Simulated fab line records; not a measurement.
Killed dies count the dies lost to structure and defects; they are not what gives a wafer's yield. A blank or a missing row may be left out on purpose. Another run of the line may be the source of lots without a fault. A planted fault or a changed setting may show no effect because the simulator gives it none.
fab line records	flow sky130
record lots=24	wafers=72	last-day=50
route steps=708 shown LI_CONTACT@381 LOCAL_INTERCONNECT@400 METAL1@454 METAL2@503 VIA2@527 VIA3@593
lots that met no fault: taken from a fault-free run of the same line
start-h: hours from the record's opening day to when the first of the lot's shown wafers began	wait-h: hours from the lot's prior step to this one	" same as the row above	L1.1+2: several wafers, shown together as one row	- no value, or no start given	* or withheld: withheld	< > ~ a bound
route shown NAME@n: names a module that has steps shown in the file, with the first one's number in the route	usual: mean/standard deviation taken from wafers without a fault	same: alike in all rows	chamber/n: place in a boat	sites: per-site readings	_std_site: the values' standard deviation	_edge_site: mean of outer sites minus mean of inner sites	radius-mm: how far each site lies from the wafer's centre	mask NAME#n: copy n	behind: the last tool/chamber to shape the wafer	hold: why the lot was held/for how many hours/how that ended	device: transistor that didn't switch, given as n, p or np	end of line: the tests these same wafers got at the end of their route	where a step has no rows: the recipe by itself	killed: dies lost to structure and defects at the first sort, not the wafer's yield	map: a wafer's dies, marking killed ones x, the rest . and places with no die _
set.NAME: the run value of the setting; set.NAME@STEP: its run value at that earlier step	model.NAME: the simulator's own value behind a step, which no gauge read
the route's steps for a sample of lots (tables are steps, rows are wafers)
services: the hour from which a tool's chamber was out of use, counted from the record's first day as start-h (under 0 if before that day), plus the number of hours and why
## steps
# step SKY_LI_CONTACT_SPUTTER_19
# recipe material=Ti	target-thk-nm=20	chamber-pressure-pa=5	power-w=2500	substrate-temp-c=200	time-s=106.37
# usual throttle-valve-pct=30.1/0.67
lot.wafer	tool	chamber	start-h	wait-h	throttle-valve-pct
L074.2	pvd-sputter-03	-	684.45	0.0	30.4
L074.4	"	-	"	"	30.3
L074.6	"	-	"	"	30.4
L075.1	pvd-sputter-01	-	686.16	0.0	29.4
L075.2	"	-	"	"	29.6
L075.4	"	-	"	"	30.0
L076.2	pvd-sputter-03	-	689.11	0.0	30.1
L076.3	"	-	"	"	30.6
L076.4	"	-	"	"	30.3
L077.2	pvd-sputter-01	-	699.96	0.0	29.5
L077.4	"	-	"	"	31.2
L077.6	"	-	"	"	29.4
L078.1	pvd-sputter-01	-	706.63	0.0	30.9
L078.5	"	-	"	"	29.9
L078.6	"	-	"	"	30.1
L079.4	pvd-sputter-03	-	717.36	0.0	30.4
L079.5	"	-	"	"	30.1
L079.6	"	-	"	"	30.5
L080.1	pvd-sputter-01	-	720.99	0.0	30.0
L080.2	"	-	"	"	29.7
L080.5	"	-	"	"	29.7
L081.2	pvd-sputter-01	-	733.54	0.0	29.4
L081.4	"	-	"	"	29.9
L081.6	"	-	"	"	30.9
L082.1	pvd-sputter-01	-	742.59	0.0	29.5
L082.4	"	-	"	"	30.0
L082.6	"	-	"	"	29.8
L083.4	pvd-sputter-03	-	754.74	0.0	30.3
L083.5	"	-	"	"	30.3
L083.6	"	-	"	"	30.6
L084.2	pvd-sputter-01	-	755.54	0.0	30.9
L084.4	"	-	"	"	29.8
L084.6	"	-	"	"	29.8
L085.2	pvd-sputter-03	-	765.81	0.0	30.3
L085.5	"	-	"	"	30.2
L085.6	"	-	"	"	30.7
L086.2	pvd-sputter-01	-	772.94	0.0	29.7
L086.4	"	-	"	"	29.7
L086.6	"	-	"	"	29.7
L087.2	pvd-sputter-03	-	806.09	0.0	30.3
L087.4	"	-	"	"	30.4
L087.5	"	-	"	"	30.5
L088.1	pvd-sputter-02	-	806.69	0.0	27.2
L088.3	"	-	"	"	30.5
L088.4	"	-	"	"	30.5
L089.2	pvd-sputter-01	-	807.04	0.0	31.1
L089.3	"	-	"	"	29.9
L089.4	"	-	"	"	29.5
L090.1	pvd-sputter-03	-	807.99	0.0	30.5
L090.4	"	-	"	"	30.1
L090.6	"	-	"	"	30.7
L091.2	pvd-sputter-02	-	809.54	0.0	30.2
L091.3	"	-	"	"	27.5
L091.6	"	-	"	"	30.2
L092.1	pvd-sputter-03	-	811.29	0.0	30.2
L092.3	"	-	"	"	30.0
L092.4	"	-	"	"	30.7
L093.2	pvd-sputter-01	-	813.39	0.0	29.7
L093.5	"	-	"	"	29.7
L093.6	"	-	"	"	31.0
L094.1	pvd-sputter-01	-	824.49	0.0	29.7
L094.4	"	-	"	"	29.9
L094.6	"	-	"	"	31.0
L095.1	pvd-sputter-03	-	837.41	0.0	30.6
L095.2	"	-	"	"	30.4
L095.5	"	-	"	"	30.4
L096.2	pvd-sputter-03	-	849.44	0.0	30.3
L096.4	"	-	"	"	30.3
L096.5	"	-	"	"	30.4
L097.2	pvd-sputter-02	-	850.56	0.0	27.3
L097.4	"	-	"	"	29.1
L097.6	"	-	"	"	30.7
# step SKY_LOCAL_INTERCONNECT_ETCH_13
# recipe chemistry=N2/H2	target=BARC	ion-energy-ev=200	bias-w=100	pressure-mtorr=30	n2-flow-sccm=100	h2-flow-sccm=200	icp-w=500	stop-on=SiO2	time-s=45.9	target-depth-a=600
# usual drypump-motor-current-A=6.1/0.36	h2-flow-sccm=199.9/0.58	oes-product-au=0.855/0.0047	throttle-valve-pct=13.226/0.009
lot.wafer	tool	chamber	start-h	wait-h	drypump-motor-current-A	h2-flow-sccm	oes-product-au	rf-hours-counter-h	throttle-valve-pct
L074.2	rie-metal-04	0	713.87	0.0	5.8	199.6	0.862	12	13.230
L074.4	"	1	"	"	6.6	200.0	0.858	-	13.235
L074.6	"	0	"	"	5.9	199.7	0.859	-	13.235
L075.1	rie-metal-04	0	715.46	0.0	5.8	199.7	0.853	12	13.218
L075.2	"	1	"	"	6.6	201.2	0.863	8	13.228
L075.4	"	1	"	"	6.6	200.3	0.856	-	13.232
L076.2	rie-metal-02	0	718.07	0.0	6.2	200.7	0.849	3	13.220
L076.3	"	1	"	"	5.5	200.7	0.855	-	13.221
L076.4	"	0	"	"	6.2	199.8	0.844	-	13.217
L077.2	rie-metal-02	1	729.25	0.0	5.6	199.8	0.857	7	13.236
L077.4	"	1	"	"	5.5	199.3	0.850	-	13.217
L077.6	"	0	"	"	6.2	200.8	0.861	-	13.224
L078.1	rie-metal-01	1	735.43	0.0	6.2	199.4	0.857	12	13.224
L078.5	"	1	"	"	6.2	200.7	0.861	-	13.217
L078.6	"	0	"	"	6.4	200.8	0.858	-	13.225
L079.4	rie-metal-02	0	745.53	0.0	6.2	200.1	0.860	-	13.218
L079.5	"	0	"	"	6.2	201.1	0.847	-	13.219
L079.6	"	1	"	"	5.6	200.7	0.855	-	13.225
L080.1	rie-metal-04	1	749.61	0.0	6.5	199.7	0.849	9	13.223
L080.2	"	0	"	"	5.8	198.6	0.857	13	13.220
L080.5	"	0	"	"	5.8	199.3	0.846	-	13.222
L081.2	rie-metal-02	1	761.33	0.0	5.6	199.3	0.854	8	13.224
L081.4	"	1	"	"	5.6	199.9	0.855	-	13.227
L081.6	"	1	"	"	5.5	199.8	0.857	-	13.242
L082.1	rie-metal-04	0	770.17	0.0	5.8	199.5	0.858	14	13.218
L082.4	"	0	"	"	5.8	199.0	0.861	-	13.229
L082.6	"	0	"	"	5.8	200.0	0.861	-	13.226
L083.4	rie-metal-02	0	783.41	0.0	6.2	200.1	0.857	-	13.226
L083.5	"	1	"	"	5.5	200.9	0.854	-	13.225
L083.6	"	0	"	"	6.2	199.4	0.848	-	13.213
L084.2	rie-metal-01	1	783.73	0.0	6.2	200.7	0.861	14	13.220
L084.4	"	1	"	"	6.2	201.0	0.858	-	13.219
L084.6	"	0	"	"	6.4	200.0	0.853	-	13.232
L085.2	rie-metal-01	1	794.80	0.0	6.2	199.3	0.850	14	13.224
L085.5	"	0	"	"	6.4	199.0	0.854	-	13.239
L085.6	"	1	"	"	6.2	199.8	0.849	-	13.218
L086.2	rie-metal-04	1	799.87	0.0	6.6	199.2	0.851	11	13.227
L086.4	"	0	"	"	5.8	200.1	0.857	-	13.240
L086.6	"	1	"	"	6.6	199.9	0.855	-	13.229
L087.2	rie-metal-02	0	833.41	0.0	6.2	200.2	0.854	7	13.232
L087.4	"	1	"	"	5.5	200.0	0.852	-	13.239
L087.5	"	1	"	"	5.5	199.6	0.850	-	13.232
L088.1	rie-metal-01	1	833.76	0.0	6.2	199.8	0.860	16	13.233
L088.3	"	1	"	"	6.2	200.8	0.853	-	13.226
L088.4	"	0	"	"	6.4	200.7	0.845	-	13.233
L089.2	rie-metal-04	0	833.94	0.0	5.8	200.1	0.858	16	13.218
L089.3	"	1	"	"	6.6	200.8	0.860	-	13.204
L089.4	"	0	"	"	5.8	199.9	0.854	-	13.244
L090.1	rie-metal-02	0	835.24	0.0	6.2	199.9	0.853	7	13.238
L090.4	"	1	"	"	5.6	199.6	0.854	-	13.228
L090.6	"	0	"	"	6.2	199.8	0.857	-	13.222
L091.2	rie-metal-01	0	836.81	0.0	6.4	199.9	0.850	0	13.228
L091.3	"	0	"	"	6.4	199.7	0.851	-	13.231
L091.6	"	0	"	"	6.4	199.3	0.850	-	13.222
L092.1	rie-metal-04	1	837.62	0.0	6.6	198.9	0.858	13	13.211
L092.3	"	0	"	"	5.8	200.1	0.857	-	13.216
L092.4	"	1	"	"	6.6	199.2	0.855	-	13.246
L093.2	rie-metal-02	0	840.62	0.0	6.2	200.0	0.853	7	13.215
L093.5	"	0	"	"	6.2	200.3	0.855	-	13.234
L093.6	"	1	"	"	5.5	199.8	0.856	-	13.237
L094.1	rie-metal-02	0	851.37	0.0	6.2	200.0	0.851	8	13.237
L094.4	"	1	"	"	5.5	199.6	0.857	-	13.208
L094.6	"	0	"	"	6.2	200.4	0.851	-	13.221
L095.1	rie-metal-04	1	864.36	0.0	6.6	201.0	0.855	14	13.229
L095.2	"	0	"	"	5.8	198.4	0.859	18	13.229
L095.5	"	0	"	"	5.8	200.5	0.848	-	13.226
L096.2	rie-metal-01	0	876.96	0.0	6.4	198.7	0.861	3	13.222
L096.4	"	0	"	"	6.4	199.5	0.849	-	13.212
L096.5	"	1	"	"	6.2	199.8	0.855	-	13.217
L097.2	rie-metal-02	1	877.62	0.0	5.5	199.3	0.852	12	13.226
L097.4	"	1	"	"	5.5	199.1	0.855	-	13.231
L097.6	"	1	"	"	5.5	198.0	0.853	-	13.228
# step SKY_METAL1_STRIP_20
# recipe chemistry=O2/N2	power-w=1400	pressure-mtorr=1500	platen-temp-c=withheld	o2-flow-sccm=3000	n2-flow-sccm=300	overash-fraction=0.5
# usual drypump-motor-current-A=5.8/0.42	oes-product-au=0.343/0.0048	strip-time-to-endpoint-s=2.71/0.036
lot.wafer	tool	chamber	start-h	wait-h	drypump-motor-current-A	oes-product-au	rf-hours-counter-h	strip-time-to-endpoint-s
L074.2	plasma-asher-03	0	770.85	0.1	5.2	0.346	67	2.69
L074.4	"	0	"	"	5.2	0.341	-	2.67
L074.6	"	0	"	"	5.2	0.335	-	2.66
L075.1	plasma-asher-04	1	772.41	0.1	5.7	0.337	31	2.73
L075.2	"	0	"	"	5.9	0.351	31	2.69
L075.4	"	0	"	"	5.9	0.352	-	2.72
L076.2	plasma-asher-03	0	775.80	0.1	5.2	0.340	67	2.71
L076.3	"	0	"	"	5.2	0.348	-	2.70
L076.4	"	1	"	"	6.3	0.349	-	2.69
L077.2	plasma-asher-03	1	787.41	0.1	6.3	0.345	69	2.69
L077.4	"	1	"	"	6.3	0.337	-	2.68
L077.6	"	0	"	"	5.2	0.345	-	2.66
L078.1	plasma-asher-03	1	793.91	0.1	6.3	0.337	69	2.69
L078.5	"	0	"	"	5.2	0.345	-	2.71
L078.6	"	1	"	"	6.3	0.349	-	2.74
L079.4	plasma-asher-03	0	801.39	0.1	5.2	0.341	-	2.70
L079.5	"	0	"	"	5.2	0.342	-	2.68
L079.6	"	1	"	"	6.3	0.345	-	2.71
L080.1	plasma-asher-04	1	807.10	0.1	5.7	0.341	35	2.72
L080.2	"	0	"	"	5.9	0.343	35	2.71
L080.5	"	0	"	"	5.9	0.343	-	2.70
L081.2	plasma-asher-01	1	817.33	0.1	5.2	0.347	100	2.67
L081.4	"	1	"	"	5.2	0.341	-	2.69
L081.6	"	1	"	"	5.2	0.338	-	2.67
L082.1	plasma-asher-04	0	825.58	0.1	5.9	0.344	37	2.69
L082.4	"	1	"	"	5.7	0.341	-	2.64
L082.6	"	1	"	"	5.7	0.343	-	2.66
L083.4	plasma-asher-01	1	839.38	0.1	5.2	0.339	-	2.68
L083.5	"	0	"	"	6.1	0.347	-	2.75
L083.6	"	1	"	"	5.3	0.340	-	2.68
L084.2	plasma-asher-03	0	839.86	0.1	5.2	0.347	74	2.68
L084.4	"	1	"	"	6.3	0.345	-	2.70
L084.6	"	0	"	"	5.2	0.344	-	2.66
L085.2	plasma-asher-03	0	850.68	0.2	5.2	0.348	75	2.79
L085.5	"	1	"	"	6.3	0.348	-	2.81
L085.6	"	0	"	"	5.2	0.341	-	2.80
L086.2	plasma-asher-03	0	856.25	0.1	5.2	0.340	75	2.70
L086.4	"	1	"	"	6.3	0.339	-	2.69
L086.6	"	1	"	"	6.3	0.348	-	2.71
L087.2	plasma-asher-04	0	888.45	0.1	5.9	0.335	43	2.71
L087.4	"	0	"	"	6.0	0.339	-	2.70
L087.5	"	1	"	"	5.8	0.334	-	2.74
L088.1	plasma-asher-01	1	889.70	0.1	5.2	0.344	107	2.73
L088.3	"	1	"	"	5.3	0.353	-	2.79
L088.4	"	0	"	"	6.2	0.343	-	2.69
L089.2	plasma-asher-03	1	889.80	0.1	6.3	0.348	78	2.74
L089.3	"	0	"	"	5.2	0.350	-	2.71
L089.4	"	1	"	"	6.3	0.349	-	2.71
L090.1	plasma-asher-01	0	890.65	0.1	6.2	0.343	107	2.75
L090.4	"	0	"	"	6.1	0.339	-	2.72
L090.6	"	1	"	"	5.2	0.349	-	2.72
L091.2	plasma-asher-04	1	891.35	0.1	5.7	0.348	43	2.69
L091.3	"	1	"	"	5.7	0.346	-	2.68
L091.6	"	0	"	"	5.9	0.343	-	2.70
L092.1	plasma-asher-04	1	893.56	0.1	5.7	0.351	44	2.68
L092.3	"	0	"	"	5.9	0.336	-	2.67
L092.4	"	1	"	"	5.7	0.336	-	2.69
L093.2	plasma-asher-01	1	896.70	0.1	5.2	0.334	108	2.66
L093.5	"	1	"	"	5.2	0.345	-	2.68
L093.6	"	0	"	"	6.1	0.334	-	2.67
L094.1	plasma-asher-04	0	906.51	0.1	5.9	0.342	45	2.71
L094.4	"	1	"	"	5.7	0.344	-	2.73
L094.6	"	0	"	"	5.9	0.339	-	2.74
L095.1	plasma-asher-04	1	918.20	0.1	5.7	0.333	46	2.66
L095.2	"	0	"	"	5.9	0.337	46	2.65
L095.5	"	1	"	"	5.8	0.338	-	2.62
L096.2	plasma-asher-01	0	929.35	0.1	6.1	0.342	111	2.67
L096.4	"	1	"	"	5.2	0.350	-	2.70
L096.5	"	1	"	"	5.2	0.342	-	2.71
L097.2	plasma-asher-03	0	930.31	0.1	5.3	0.345	83	2.75
L097.4	"	0	"	"	5.2	0.342	-	2.71
L097.6	"	1	"	"	6.3	0.342	-	2.71
# step SKY_METAL2_STRIP_20
# recipe chemistry=O2/N2	power-w=1400	pressure-mtorr=1500	platen-temp-c=withheld	o2-flow-sccm=3000	n2-flow-sccm=300	overash-fraction=0.5
# usual drypump-motor-current-A=5.8/0.5	oes-product-au=0.343/0.0046	strip-time-to-endpoint-s=2.69/0.035
lot.wafer	tool	chamber	start-h	wait-h	drypump-motor-current-A	oes-product-au	rf-hours-counter-h	strip-time-to-endpoint-s
L074.2	plasma-asher-01	1	826.75	0.1	5.3	0.348	101	2.68
L074.4	"	1	"	"	5.3	0.343	-	2.69
L074.6	"	0	"	"	6.1	0.349	-	2.71
L075.1	plasma-asher-02	1	828.20	0.1	6.4	0.353	9	2.66
L075.2	"	0	"	"	5.1	0.342	9	2.69
L075.4	"	0	"	"	5.1	0.339	-	2.61
L076.2	plasma-asher-02	1	831.06	0.1	6.4	0.352	9	2.69
L076.3	"	1	"	"	6.4	0.343	-	2.65
L076.4	"	0	"	"	5.1	0.335	-	2.69
L077.2	plasma-asher-04	1	842.60	0.1	5.8	0.344	39	2.69
L077.4	"	0	"	"	5.9	0.331	-	2.67
L077.6	"	1	"	"	5.7	0.341	-	2.67
L078.1	plasma-asher-04	1	850.43	0.1	5.7	0.344	40	2.69
L078.5	"	1	"	"	5.8	0.337	-	2.71
L078.6	"	0	"	"	5.9	0.338	-	2.69
L079.4	plasma-asher-02	1	857.19	0.1	6.4	0.349	-	2.78
L079.5	"	1	"	"	6.4	0.346	-	2.77
L079.6	"	0	"	"	5.1	0.340	-	2.75
L080.1	plasma-asher-01	1	862.32	0.1	5.2	0.343	104	2.68
L080.2	"	0	"	"	6.1	0.352	104	2.74
L080.5	"	1	"	"	5.2	0.343	-	2.76
L081.2	plasma-asher-02	0	873.35	0.1	5.1	0.340	13	2.77
L081.4	"	1	"	"	6.4	0.351	-	2.70
L081.6	"	0	"	"	5.1	0.342	-	2.80
L082.1	plasma-asher-02	0	881.25	0.1	5.1	0.342	14	2.70
L082.4	"	0	"	"	5.1	0.348	-	2.75
L082.6	"	1	"	"	6.4	0.343	-	2.73
L083.4	plasma-asher-04	1	895.03	0.1	5.8	0.335	-	2.66
L083.5	"	1	"	"	5.7	0.342	-	2.65
L083.6	"	0	"	"	5.9	0.342	-	2.69
L084.2	plasma-asher-02	1	895.16	0.1	6.4	0.336	15	2.67
L084.4	"	0	"	"	5.1	0.346	-	2.67
L084.6	"	1	"	"	6.4	0.341	-	2.68
L085.2	plasma-asher-04	0	905.36	0.1	5.9	0.347	45	2.66
L085.5	"	0	"	"	6.0	0.343	-	2.65
L085.6	"	1	"	"	5.7	0.342	-	2.66
L086.2	plasma-asher-02	0	910.65	0.1	5.1	0.340	17	2.73
L086.4	"	0	"	"	5.1	0.351	-	2.72
L086.6	"	1	"	"	6.4	0.333	-	2.69
L087.2	plasma-asher-02	0	941.56	0.1	5.1	0.342	20	2.68
L087.4	"	0	"	"	5.1	0.348	-	2.72
L087.5	"	1	"	"	6.4	0.349	-	2.69
L088.1	plasma-asher-04	1	942.71	0.1	5.7	0.343	48	2.68
L088.3	"	1	"	"	5.8	0.341	-	2.68
L088.4	"	0	"	"	5.9	0.336	-	2.74
L089.2	plasma-asher-01	1	943.06	0.1	5.2	0.343	112	2.68
L089.3	"	1	"	"	5.2	0.342	-	2.71
L089.4	"	0	"	"	6.1	0.343	-	2.72
L090.1	plasma-asher-02	0	943.30	0.1	5.0	0.341	20	2.68
L090.4	"	1	"	"	6.4	0.345	-	2.71
L090.6	"	1	"	"	6.4	0.349	-	2.72
L091.2	plasma-asher-04	1	943.65	0.1	5.7	0.341	49	2.68
L091.3	"	1	"	"	5.7	0.346	-	2.70
L091.6	"	1	"	"	5.7	0.344	-	2.74
L092.1	plasma-asher-02	0	946.41	0.1	5.1	0.351	20	2.68
L092.3	"	1	"	"	6.4	0.342	-	2.69
L092.4	"	0	"	"	5.1	0.347	-	2.71
L093.2	plasma-asher-02	1	949.35	0.1	6.4	0.344	21	2.72
L093.5	"	0	"	"	5.1	0.339	-	2.70
L093.6	"	1	"	"	6.4	0.345	-	2.69
L094.1	plasma-asher-04	0	958.97	0.1	5.9	0.341	50	2.67
L094.4	"	1	"	"	5.7	0.343	-	2.63
L094.6	"	0	"	"	5.9	0.336	-	2.62
L095.1	plasma-asher-01	1	971.12	0.1	5.2	0.345	116	2.70
L095.2	"	0	"	"	6.1	0.333	116	2.65
L095.5	"	0	"	"	6.2	0.345	-	2.66
L096.2	plasma-asher-04	1	980.10	0.1	5.7	0.342	53	2.64
L096.4	"	0	"	"	6.0	0.345	-	2.66
L096.5	"	1	"	"	5.7	0.346	-	2.67
L097.2	plasma-asher-04	0	981.54	0.1	6.0	0.337	53	2.73
L097.4	"	0	"	"	6.0	0.338	-	2.71
L097.6	"	0	"	"	5.9	0.349	-	2.69
# step SKY_VIA2_SPUTTER_20
# recipe material=TiN	target-thk-nm=20	chamber-pressure-pa=5	power-w=4000	time-s=80
# usual throttle-valve-pct=30.1/0.9
lot.wafer	tool	chamber	start-h	wait-h	throttle-valve-pct
L074.2	pvd-sputter-04	-	854.33	0.0	29.9
L074.4	"	-	"	"	30.5
L074.6	"	-	"	"	31.3
L075.1	pvd-sputter-04	-	857.12	0.0	30.1
L075.2	"	-	"	"	31.2
L075.4	"	-	"	"	29.9
L076.2	pvd-sputter-04	-	859.47	0.0	31.1
L076.3	"	-	"	"	29.9
L076.4	"	-	"	"	27.4
L077.2	pvd-sputter-03	-	871.15	0.0	30.2
L077.4	"	-	"	"	30.4
L077.6	"	-	"	"	30.1
L078.1	pvd-sputter-04	-	878.74	0.0	29.3
L078.5	"	-	"	"	31.2
L078.6	"	-	"	"	30.0
L079.4	pvd-sputter-01	-	885.35	0.0	29.7
L079.5	"	-	"	"	29.9
L079.6	"	-	"	"	30.1
L080.1	pvd-sputter-04	-	890.53	0.0	29.8
L080.2	"	-	"	"	30.1
L080.5	"	-	"	"	30.2
L081.2	pvd-sputter-01	-	901.15	0.0	30.0
L081.4	"	-	"	"	29.3
L081.6	"	-	"	"	30.0
L082.1	pvd-sputter-03	-	908.35	0.0	30.0
L082.4	"	-	"	"	30.6
L082.6	"	-	"	"	30.5
L083.4	pvd-sputter-03	-	921.19	0.0	30.3
L083.5	"	-	"	"	30.5
L083.6	"	-	"	"	30.1
L084.2	pvd-sputter-03	-	921.27	0.0	30.5
L084.4	"	-	"	"	30.4
L084.6	"	-	"	"	30.6
L085.2	pvd-sputter-01	-	932.28	0.0	29.7
L085.5	"	-	"	"	30.1
L085.6	"	-	"	"	30.9
L086.2	pvd-sputter-03	-	936.92	0.0	30.2
L086.4	"	-	"	"	30.7
L086.6	"	-	"	"	30.5
L087.2	pvd-sputter-03	-	967.98	0.0	30.1
L087.4	"	-	"	"	29.9
L087.5	"	-	"	"	30.6
L088.1	pvd-sputter-01	-	969.03	0.0	29.8
L088.3	"	-	"	"	29.3
L088.4	"	-	"	"	30.9
L089.2	pvd-sputter-03	-	969.47	0.0	30.6
L089.3	"	-	"	"	30.3
L089.4	"	-	"	"	30.2
L090.1	pvd-sputter-01	-	969.71	0.0	30.0
L090.4	"	-	"	"	29.5
L090.6	"	-	"	"	29.9
L091.2	pvd-sputter-03	-	970.13	0.0	30.4
L091.3	"	-	"	"	30.2
L091.6	"	-	"	"	30.3
L092.1	pvd-sputter-01	-	973.00	0.0	30.9
L092.3	"	-	"	"	30.1
L092.4	"	-	"	"	30.1
L093.2	pvd-sputter-04	-	975.57	0.0	31.0
L093.5	"	-	"	"	27.9
L093.6	"	-	"	"	29.8
L094.1	pvd-sputter-04	-	984.68	0.0	30.1
L094.4	"	-	"	"	29.8
L094.6	"	-	"	"	30.4
L095.1	pvd-sputter-04	-	997.42	0.0	29.9
L095.2	"	-	"	"	31.0
L095.5	"	-	"	"	31.1
L096.2	pvd-sputter-01	-	1005.56	0.0	30.1
L096.4	"	-	"	"	30.0
L096.5	"	-	"	"	30.9
L097.2	pvd-sputter-04	-	1007.52	0.0	27.5
L097.4	"	-	"	"	29.9
L097.6	"	-	"	"	29.8
# step SKY_VIA3_SPUTTER_20
# recipe material=TiN	target-thk-nm=20	chamber-pressure-pa=5	power-w=4000	time-s=80
# usual throttle-valve-pct=29.9/1
lot.wafer	tool	chamber	start-h	wait-h	throttle-valve-pct
L074.2	pvd-sputter-02	-	934.75	0.0	30.5
L074.4	"	-	"	"	27.5
L074.6	"	-	"	"	30.6
L075.1	pvd-sputter-04	-	937.82	0.0	31.2
L075.2	"	-	"	"	30.2
L075.4	"	-	"	"	30.1
L076.2	pvd-sputter-01	-	940.56	0.0	30.8
L076.3	"	-	"	"	29.5
L076.4	"	-	"	"	30.1
L077.2	pvd-sputter-02	-	949.88	0.0	29.2
L077.4	"	-	"	"	27.4
L077.6	"	-	"	"	30.6
L078.1	pvd-sputter-04	-	956.76	0.0	29.8
L078.5	"	-	"	"	30.5
L078.6	"	-	"	"	31.3
L079.4	pvd-sputter-02	-	964.72	0.0	30.5
L079.5	"	-	"	"	27.8
L079.6	"	-	"	"	30.6
L080.1	pvd-sputter-01	-	968.67	0.0	31.2
L080.2	"	-	"	"	29.8
L080.5	"	-	"	"	30.8
L081.2	pvd-sputter-01	-	977.10	0.0	29.5
L081.4	"	-	"	"	30.2
L081.6	"	-	"	"	29.8
L082.1	pvd-sputter-01	-	985.53	0.0	30.8
L082.4	"	-	"	"	29.6
L082.6	"	-	"	"	29.6
L083.4	pvd-sputter-02	-	997.76	0.0	27.7
L083.5	"	-	"	"	30.5
L083.6	"	-	"	"	28.9
L084.2	pvd-sputter-01	-	997.85	0.0	29.6
L084.4	"	-	"	"	29.8
L084.6	"	-	"	"	29.8
L085.2	pvd-sputter-04	-	1009.10	0.0	27.7
L085.5	"	-	"	"	29.6
L085.6	"	-	"	"	27.4
L086.2	pvd-sputter-04	-	1010.97	0.0	29.5
L086.4	"	-	"	"	31.1
L086.6	"	-	"	"	30.3
L087.2	pvd-sputter-02	-	1042.26	0.0	29.3
L087.4	"	-	"	"	27.9
L087.5	"	-	"	"	30.2
L088.1	pvd-sputter-04	-	1043.74	0.0	30.5
L088.3	"	-	"	"	29.7
L088.4	"	-	"	"	31.0
L089.2	pvd-sputter-01	-	1043.91	0.0	29.7
L089.3	"	-	"	"	31.0
L089.4	"	-	"	"	29.9
L090.1	pvd-sputter-04	-	1044.83	0.0	31.2
L090.4	"	-	"	"	27.6
L090.6	"	-	"	"	27.6
L091.2	pvd-sputter-01	-	1045.18	0.0	30.8
L091.3	"	-	"	"	30.3
L091.6	"	-	"	"	30.9
L092.1	pvd-sputter-02	-	1046.60	0.0	30.4
L092.3	"	-	"	"	29.1
L092.4	"	-	"	"	30.8
L093.2	pvd-sputter-04	-	1049.81	0.0	30.0
L093.5	"	-	"	"	30.5
L093.6	"	-	"	"	29.8
L094.1	pvd-sputter-04	-	1058.21	0.0	30.2
L094.4	"	-	"	"	27.7
L094.6	"	-	"	"	29.9
L095.1	pvd-sputter-04	-	1069.29	0.0	27.6
L095.2	"	-	"	"	30.0
L095.5	"	-	"	"	30.2
L097.2	pvd-sputter-01	-	1077.78	0.0	31.2
L097.4	"	-	"	"	29.6
L097.6	"	-	"	"	30.0
L096.2	pvd-sputter-04	-	1077.89	0.0	29.8
L096.4	"	-	"	"	27.9
L096.5	"	-	"	"	31.0
## services
tool	chamber	start-h	hours	kind
rie-metal-02	0	660.58	2.8	repair
pvd-sputter-01	-	692.26	1.4	repair
plasma-asher-01	-	696.23	2.8	pm
pvd-sputter-03	-	705.55	3.8	repair
plasma-asher-02	-	733.79	9.0	pm
pvd-sputter-03	-	745.26	2.9	repair
pvd-sputter-04	-	752.80	1.0	repair
pvd-sputter-01	-	761.34	2.3	repair
pvd-sputter-03	-	766.32	23.6	repair
plasma-asher-04	-	767.72	4.0	repair
pvd-sputter-03	-	788.46	3.2	repair
pvd-sputter-01	-	790.33	3.9	repair
pvd-sputter-03	-	814.06	7.5	repair
pvd-sputter-01	-	822.19	1.8	repair
pvd-sputter-01	-	857.49	0.5	repair
pvd-sputter-01	-	897.41	1.5	repair
plasma-asher-04	-	906.97	2.8	pm
pvd-sputter-03	-	918.92	2.0	repair
pvd-sputter-04	-	918.99	4.4	repair
plasma-asher-02	-	947.82	1.1	repair
plasma-asher-02	-	951.98	23.5	repair
pvd-sputter-01	-	957.61	5.0	repair
pvd-sputter-04	-	958.79	6.9	repair
plasma-asher-02	-	975.45	28.1	pm
## key
fault none
